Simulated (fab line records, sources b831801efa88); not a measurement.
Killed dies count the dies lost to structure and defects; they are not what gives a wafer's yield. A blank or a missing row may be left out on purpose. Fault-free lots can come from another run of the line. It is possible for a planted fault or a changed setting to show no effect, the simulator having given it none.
2 desks looking at one fault    flow gf180mcu    what lay behind the numbers comes last; until then each desk has only its own

== THE METROLOGY DESK ==
Means of the sampled wafers that have a number, per lot and without regard to the tool the lot ran on: this is what the gauges read. If a lot's mean is further than 4 standard deviations from the usual mean, the lot is out of limits and carries the mark OUT (the distance appears in the brackets).
Columns: A = cd_nm at GF_HV_LDD_CD_MEAS_07, usual 400.3 nm; B = cd_nm at GF_NSD_CD_MEAS_07, usual 400.3 nm; C = cd_nm at GF_PSD_CD_MEAS_07, usual 400.7 nm
lot   first seen here  A      B      C
L824  day 9 20:36      401.7  401.9  401.1
L825  day 10 02:32     400.4  401.0  403.7
L826  day 10 13:12     400.9  401.7  399.0
L827  day 10 15:42     401.2  401.1  398.9
L828  day 11 04:29     400.7  399.4  401.8
L830  day 11 18:21     403.5  401.0  402.8
L831  day 11 23:30     401.4  403.9  403.2
L832  day 12 07:12     400.1  398.8  399.3
L834  day 12 20:54     399.0  394.4  401.1
L836  day 13 14:38     400.9  400.9  400.0
L838  day 14 08:12     398.0  400.3  400.3
L839  day 14 23:56     397.1  398.1  398.6
L847  day 16 23:16     401.2  405.6  401.7
This desk's finding: nothing out of limits on any of the 13 lots.

== TOOL OWNER'S DESK, rie_diel-01 ==
The tool's own readings at GF_HV_LDD_ETCHBACK_58 (etches Si3N4 in CH3F/O2, stops on SiO2, time 100 s, target depth 90 nm): means of the sampled wafers that have a number, for each lot that ran on this tool. If a lot's mean is further than 4 standard deviations from the usual mean, the lot is out of limits and carries the mark OUT (the distance appears in the brackets).
Columns: A = drypump_motor_current_A at GF_HV_LDD_ETCHBACK_58, usual 5.7 A; B = oes_product_au at GF_HV_LDD_ETCHBACK_58, usual 0.842 a.u.; C = rf_fwd_power_W at GF_HV_LDD_ETCHBACK_58, usual 397.6 W; D = throttle_valve_pct at GF_HV_LDD_ETCHBACK_58, usual 10.562 %
lot   first seen here  A    B      C                D
L832  day 15 00:15     5.5  0.841  397.8            10.559
L836  day 16 10:03     5.9  0.843  397.5            10.565
L839  day 17 23:13     5.7  0.841  398.3            10.569
L847  day 20 03:35     5.8  0.847  450.7 (+41) OUT  10.563
This desk finds L847 out of limits, L847 being first, at day 20 03:35 (rf_fwd_power_W at GF_HV_LDD_ETCHBACK_58). L832, L836, L839 stayed within limits.

== PUT TOGETHER ==
The tool owner's desk could have raised an alarm at day 20 03:35, on L847.
At the metrology desk, nothing out of limits was observed.
The metrology desk holds a record of L847, inside its limits.
Of the lots named, all ran GF_HV_LDD_ETCHBACK_58 on rie_diel-01.

== WHAT THE SIMULATOR HAD PUT IN ==
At GF_HV_LDD_ETCHBACK_58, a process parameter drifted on rie_diel-01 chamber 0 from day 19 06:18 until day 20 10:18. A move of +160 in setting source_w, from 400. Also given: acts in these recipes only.
Struck lots among those shown: L847.
Delay in hours, fault start to first out-of-limits reading, by desk: the tool owner's desk at 21.
